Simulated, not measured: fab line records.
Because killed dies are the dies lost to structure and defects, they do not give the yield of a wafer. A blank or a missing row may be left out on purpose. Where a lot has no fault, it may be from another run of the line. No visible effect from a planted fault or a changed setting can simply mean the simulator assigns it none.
Chamber matching + flow sky130 + SKY_FIELD_ISO_ETCH_17 on rie_si-01: 4 sister chambers
The step etches Si in HBr/Cl2/O2, target depth 342 nm, time 97.7 s. 18 wafers are shown with their chamber, then 9 later ones without.

## WAFERS, EACH WITH ITS CHAMBER
| wafer  | chamber | drypump_motor_current_A (A) | oes_product_au (a.u.) | throttle_valve_pct (%) |
|--------|---------|-----------------------------|-----------------------|------------------------|
| L416.2 | 1       | 5.8                         | 0.991                 | 25.660                 |
| L416.3 | 3       | 6.1                         | 1.009                 | 25.663                 |
| L416.6 | 2       | 6.7                         | 0.995                 | 25.662                 |
| L419.1 | 0       | 5.6                         | 0.999                 | 25.656                 |
| L419.2 | 1       | 5.7                         | 1.008                 | 25.665                 |
| L419.4 | 2       | 6.7                         | 0.993                 | 25.670                 |
| L421.2 | 3       | 6.1                         | 1.016                 | 25.640                 |
| L421.3 | 2       | 6.7                         | 0.994                 | 25.668                 |
| L421.4 | 1       | 5.7                         | 1.018                 | 25.660                 |
| L423.1 | 0       | 5.6                         | 0.999                 | 25.654                 |
| L423.4 | 3       | 6.2                         | 1.016                 | 25.647                 |
| L423.5 | 1       | 5.7                         | 0.994                 | 25.651                 |
| L426.3 | 2       | 6.7                         | 0.976                 | 25.669                 |
| L426.4 | 3       | 6.2                         | 1.023                 | 25.663                 |
| L426.6 | 2       | 6.7                         | 0.975                 | 25.668                 |
| L428.1 | 2       | 6.7                         | 0.989                 | 25.670                 |
| L428.3 | 3       | 6.2                         | 1.008                 | 25.666                 |
| L428.4 | 1       | 5.7                         | 0.997                 | 25.666                 |

SIGNATURES, as means of the wafers listed above
| reading                 | chamber 0 | chamber 1 | chamber 2 | chamber 3 | scatter within a chamber |
|-------------------------|-----------|-----------|-----------|-----------|--------------------------|
| drypump_motor_current_A | 5.600     | 5.720     | 6.700     | 6.160     | 0.0378                   |
| oes_product_au          | 0.99900   | 1.00160   | 0.98700   | 1.01440   | 0.00874                  |
| throttle_valve_pct      | 25.65500  | 25.66040  | 25.66783  | 25.65580  | 0.00719                  |
Rule: a wafer lies at a distance from a chamber equal to the root of the sum of squares, over the readings, of (its reading less the chamber's mean, divided by the reading's scatter). If the next closest chamber is less than 2 further off than the closest, the wafer can't be placed; otherwise it belongs to the closest. The scatter is the square root of a quotient: the sum, over the shown wafers, of each reading's squared deviation from its chamber's mean, divided by wafers minus chambers.

## WAFERS WITH NO CHAMBER GIVEN
| wafer  | drypump_motor_current_A (A) | oes_product_au (a.u.) | throttle_valve_pct (%) |
|--------|-----------------------------|-----------------------|------------------------|
| L429.3 | 6.2                         | 1.017                 | 25.654                 |
| L429.4 | 5.6                         | 0.995                 | 25.669                 |
| L429.6 | 6.2                         | 1.015                 | 25.645                 |
| L435.1 | 5.6                         | 0.993                 | 25.669                 |
| L435.3 | 6.2                         | 1.021                 | 25.647                 |
| L435.6 | 5.6                         | 0.989                 | 25.655                 |
| L436.1 | 6.1                         | 1.008                 | 25.655                 |
| L436.4 | 5.7                         | 0.996                 | 25.662                 |
| L436.5 | 5.6                         | 0.994                 | 25.660                 |

## CHAMBER TAKEN BY EACH
| wafer  | from the rows above     | in truth |
|--------|-------------------------|----------|
| L429.3 | 3                       | 3        |
| L429.4 | can't be placed: 0 or 1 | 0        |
| L429.6 | 3                       | 3        |
| L435.1 | can't be placed: 0 or 1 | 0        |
| L435.3 | 3                       | 3        |
| L435.6 | 0                       | 0        |
| L436.1 | 3                       | 3        |
| L436.4 | can't be placed: 1 or 0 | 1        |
| L436.5 | 0                       | 0        |
6 of 9 placed correctly. Can't be placed from these rows: 3 (the true chamber is among the candidates in 3). Placed wrongly: 0.
